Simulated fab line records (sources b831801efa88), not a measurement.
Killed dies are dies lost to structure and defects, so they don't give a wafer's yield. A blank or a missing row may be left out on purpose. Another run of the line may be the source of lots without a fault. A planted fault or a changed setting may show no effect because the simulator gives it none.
Struck lot and sound lot, side by side -- flow sky130 -- 21 steps out of a route of 708
Sound: the wafers L140.2, L140.4, L140.5. Struck: wafer L131.1. (L131.5 of the same lot was not struck and is left out.) The cause comes at the end.
At each step with rows: each side's tool, then ch and its chambers, then its first start. Under that, the readings that differ: sound wafers -- struck wafers -- difference of the means -- sigmas: that difference in standard deviations of wafers without a fault.
alike: readings with means less than 2 such deviations apart, plus words and numbers identical on both sides. not compared: withheld readings, readings lacking a value on some wafer, bounds such as >300 that could conceal the same value, and numbers that have no deviation in the record and whose values overlap.
Wherever a step has rows on one side only, a row that says differs or no value, or a row with sigmas, the two part there. Non-overlapping numbers with no deviation appear without sigmas and do not part them. A reading that every wafer of one side lacks parts them only if that side has two wafers or more.

first, 4 steps without rows for these wafers: SKY_METAL3_STRIP_20 (strips in post etch residue remover, time 1200 s); SKY_METAL3_CLEAN_21 (cleans in IPA, time 180 s); SKY_METAL3_CLEAN_22 (cleans in O3/DIW); SKY_VIA3_HDPCVD_00 (deposits SiO2, target thk 1635 nm, time 272.5 s).
SKY_VIA3_THK_MEAS_01:
  sound on film metro-01, day 44 14:13; struck on film metro-01, day 42 04:53
  alike: VIA3_HDPCVD_THK
SKY_VIA3_CMP_02: polishes SiO2.
  sound on cmp-01 ch 1,3, day 44 14:16; struck on cmp-01 ch 2, day 42 05:06
  alike: edge zone pressure frac, motor current A
SKY_VIA3_BOW_MEAS_03:
  sound on film metro-03, day 44 14:35; struck on film metro-01, day 42 05:15
  alike: VIA3_BOW
then, 5 steps without rows for these wafers: SKY_VIA3_DEHYDRATE_04 (time 60 s); SKY_VIA3_HMDS_05 (prime time 60 s); SKY_VIA3_COAT_06 (resist thk 60 nm); SKY_VIA3_COAT_07 (resist thk 450 nm); SKY_VIA3_SOFTBAKE_08 (time 90 s).
SKY_VIA3_EXPOSE_09: exposes mask VIM3, target cd 200 nm.
  sound on krf scanner-01 ch 0, day 45 02:04; struck on krf scanner-02 ch 0, day 42 17:37
  alike: mask, reticle temp C
then, 2 steps without rows for these wafers: SKY_VIA3_PEB_10; SKY_VIA3_DEVELOP_11 (develop time 60 s).
SKY_VIA3_CD_MEAS_12: target cd 200 nm.
  sound on cd sem-01, day 45 12:50; struck on cd sem-02, day 43 04:49
reading,sound,struck,difference,sigmas
cd nm (nm),199.8 200.2 200.6,159.6,-40.6,-34
SKY_VIA3_OVL_MEAS_13:
  sound on overlay-02, day 45 12:56; struck on overlay-02, day 43 04:56
  alike: VIA3_OVL
SKY_VIA3_ETCH_14: etches BARC in N2/H2, stops on SiO2, time 45.9 s, target depth 60 nm.
  sound on rie diel-03 ch 0,1,2, day 45 12:58; struck on rie diel-04 ch 3, day 43 04:58
reading,sound,struck,difference,sigmas
drypump motor current A (A),6.3 6.2 6.6,5.3,-1.1,-2
model.VIA3.cd nm (nm),199.4 200.8 199,159.2,-40.5,
  alike: n2 flow sccm, oes product au, throttle valve pct
  not compared: rf hours counter h
SKY_VIA3_ETCH_15: etches SiO2 in C4F8/O2/Ar, stops on TiN, target depth 507 nm, time 78 s.
  sound on rie diel-03 ch 0,1,2, day 45 13:01; struck on rie diel-04 ch 3, day 43 05:01
reading,sound,struck,difference,sigmas
oes product au (a.u.),0.951 0.936 0.942,0.933,-0.010,-2
model.VIA3.cd nm (nm),200.5 196 196.3,160,-38,
SKY_VIA3_STRIP_16: strips in O2/N2.
  sound on plasma asher-02 ch 0,1, day 45 13:04; struck on plasma asher-01 ch 0, day 43 05:04
reading,sound,struck,difference,sigmas
drypump motor current A (A),5.7 5.0 5.1,6.1,+0.8,+2
  alike: n2 flow sccm, o2 flow sccm, oes product au, strip time to endpoint s
  not compared: rf hours counter h
-- the record jumps here: 6 days lie between the struck wafers' starts before and after (it left off in module VIA3 and takes up again in module PAD_OPEN, whose first step shown is number 708 of the route) --
SKY_PAD_OPEN_PROBE_99:
  sound on prober-02, day 50 14:25; struck on prober-02, day 48 21:35
reading,sound,struck,difference,sigmas
defect limited yield (%),83.7 83.5 81.9,16.3,-66.7,-37
killed_at_M0_to_M3,59 38 43,365,+318,+48
killed dies,80 81 89,412,+329,+37
killed on rim,14 13 14,54,+40,+10
sort_bin_5_function (%),8.1 11.2 11.8,77.8,+67.4,+48
sort n pass,412 411 403,80,-329,-37
sort yield pct (%),83.7 83.5 81.9,16.3,-66.7,-37
  alike: killed_at_M4_up, killed at contacts, killed at front end, killed at other, killed open, killed short, sort_bin_3_pad_short, sort_bin_6_memory

== WHERE THEY PART ==
At SKY_VIA3_CD_MEAS_12 first; at SKY_PAD_OPEN_PROBE_99 last (within this record only).

WHY: what the simulator had put in
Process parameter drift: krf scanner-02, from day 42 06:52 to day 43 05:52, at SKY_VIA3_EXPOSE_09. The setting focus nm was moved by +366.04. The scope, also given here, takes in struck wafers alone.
